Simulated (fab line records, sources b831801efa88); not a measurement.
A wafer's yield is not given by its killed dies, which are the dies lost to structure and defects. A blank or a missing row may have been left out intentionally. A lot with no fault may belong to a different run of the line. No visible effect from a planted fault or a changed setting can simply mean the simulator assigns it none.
Matching of chambers / flow sky130 / SKY_VIA3_CMP_24 on cmp-01 has 4 sister chambers
The step polishes, stops on SiO2, t overpolish 20 s, target thk 0 nm. 14 wafers are shown with their chamber, then 7 later ones without.

WAFERS, EACH WITH ITS CHAMBER
wafer=L356.1; chamber=1; motor_current_A (A)=8.8
wafer=L356.4; chamber=3; motor_current_A (A)=11.9
wafer=L356.5; chamber=0; motor_current_A (A)=11.3
wafer=L357.1; chamber=1; motor_current_A (A)=9.1
wafer=L357.4; chamber=2; motor_current_A (A)=10.4
wafer=L357.5; chamber=3; motor_current_A (A)=11.1
wafer=L363.1; chamber=2; motor_current_A (A)=10.5
wafer=L363.2; chamber=1; motor_current_A (A)=8.4
wafer=L363.5; chamber=0; motor_current_A (A)=11.3
wafer=L366.1; chamber=3; motor_current_A (A)=11.1
wafer=L366.2; chamber=1; motor_current_A (A)=9.0
wafer=L366.4; chamber=2; motor_current_A (A)=10.0
wafer=L367.3; chamber=0; motor_current_A (A)=12.0
wafer=L367.4; chamber=3; motor_current_A (A)=11.5

SIGNATURES (averages over the wafers above)
reading=motor_current_A; chamber 0=11.533; chamber 1=8.825; chamber 2=10.300; chamber 3=11.400; scatter within a chamber=0.346
Rule: distance of a wafer from a chamber = root of the sum over the readings of ((wafer's reading minus chamber's mean) / reading's scatter) squared. The wafer belongs to the nearest chamber; if the next one is less than 2 further off, it can't be placed. The scatter: the root of (the sum of the squares of (reading less its chamber's mean) over the shown wafers, divided by (wafers less chambers)).

WAFERS WHOSE CHAMBER IS MISSING
wafer=L367.6; motor_current_A (A)=11.8
wafer=L368.1; motor_current_A (A)=11.2
wafer=L368.4; motor_current_A (A)=12.7
wafer=L368.6; motor_current_A (A)=11.5
wafer=L376.1; motor_current_A (A)=11.7
wafer=L376.2; motor_current_A (A)=9.0
wafer=L376.3; motor_current_A (A)=10.0

THE CHAMBER EACH PASSED THROUGH
wafer=L367.6; from the rows above=can't be placed: 0 or 3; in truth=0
wafer=L368.1; from the rows above=can't be placed: 3 or 0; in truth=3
wafer=L368.4; from the rows above=can't be placed: 0 or 3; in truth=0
wafer=L368.6; from the rows above=can't be placed: 0 or 3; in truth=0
wafer=L376.1; from the rows above=can't be placed: 0 or 3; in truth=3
wafer=L376.2; from the rows above=1; in truth=1
wafer=L376.3; from the rows above=2; in truth=2
Placed correctly: 2 of 7. Can't be placed from these rows: 5 (the true chamber is among the candidates in 5). 0 placed wrongly.
